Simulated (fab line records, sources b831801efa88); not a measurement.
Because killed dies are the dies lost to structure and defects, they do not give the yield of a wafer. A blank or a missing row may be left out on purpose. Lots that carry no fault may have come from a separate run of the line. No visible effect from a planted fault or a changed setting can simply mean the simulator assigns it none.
Chamber matching | flow sky130 | cmp-02 running SKY_VIA2_CMP_02: 4 sister chambers
The step polishes SiO2. 14 wafers are shown with their chamber, then 7 later ones without.

WAFERS WITH THEIR CHAMBER
wafer  | chamber | motorCurrentA (A) | platenRpm (rpm) | edgeZonePressureFrac
L633.1 | 2       | 11.6              | 59.98           | 1.001
L633.4 | 0       | 10.3              | 60.00           | 0.998
L633.5 | 1       | 13.4              | 59.97           | 0.995
L637.1 | 1       | 14.0              | 59.94           | 1.000
L637.3 | 2       | 11.3              | 59.98           | 0.993
L637.4 | 0       | 11.4              | 60.01           | 1.000
L636.3 | 1       | 13.0              | 60.02           | 1.001
L636.4 | 3       | 11.5              | 59.97           | 1.009
L636.5 | 0       | 10.9              | 59.97           | 1.000
L640.2 | 0       | 11.5              | 59.99           | 1.005
L640.3 | 1       | 13.6              | 59.97           | 1.001
L640.6 | 3       | 11.3              | 60.04           | 0.993
L641.2 | 1       | 13.6              | 60.03           | 1.000
L641.3 | 2       | 10.6              | 59.95           | 1.002

SIGNATURES (means of the wafers above)
reading              | chamber 0 | chamber 1 | chamber 2 | chamber 3 | scatter within a chamber
motorCurrentA        | 11.025    | 13.520    | 11.167    | 11.400    | 0.445
platenRpm            | 59.9925   | 59.9860   | 59.9700   | 60.0050   | 0.0311
edgeZonePressureFrac | 1.00075   | 0.99940   | 0.99867   | 1.00100   | 0.00478
Rule: a wafer lies at a distance from a chamber equal to the root of the sum of squares, over the readings, of (its reading less the chamber's mean, divided by the reading's scatter). The wafer belongs to the nearest chamber; if the next one is less than 2 further off, it can't be placed. The scatter is the square root of a quotient: the sum, over the shown wafers, of each reading's squared deviation from its chamber's mean, divided by wafers minus chambers.

WAFERS WITHOUT THEIR CHAMBER
wafer  | motorCurrentA (A) | platenRpm (rpm) | edgeZonePressureFrac
L641.4 | 12.3              | 59.99           | 0.998
L643.1 | 12.5              | 59.98           | 0.997
L643.2 | 11.3              | 60.06           | 1.003
L643.5 | 13.5              | 59.96           | 0.998
L648.2 | 11.0              | 59.99           | 1.002
L648.4 | 11.1              | 60.00           | 1.006
L648.5 | 11.7              | 60.03           | 0.994

WHICH CHAMBER EACH WENT THROUGH
wafer  | from the rows above               | in truth
L641.4 | can't be placed: 3 or 2 or 1 or 0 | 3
L643.1 | can't be placed: 1 or 3 or 2 or 0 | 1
L643.2 | can't be placed: 3 or 0 or 2      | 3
L643.5 | 1                                 | 1
L648.2 | can't be placed: 0 or 2 or 3      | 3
L648.4 | can't be placed: 0 or 3 or 2      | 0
L648.5 | can't be placed: 3 or 0 or 2      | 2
1 of 7 placed correctly. From these rows, 6 cannot be placed; in 6 the true chamber is one of the candidates. Wrongly placed: 0.
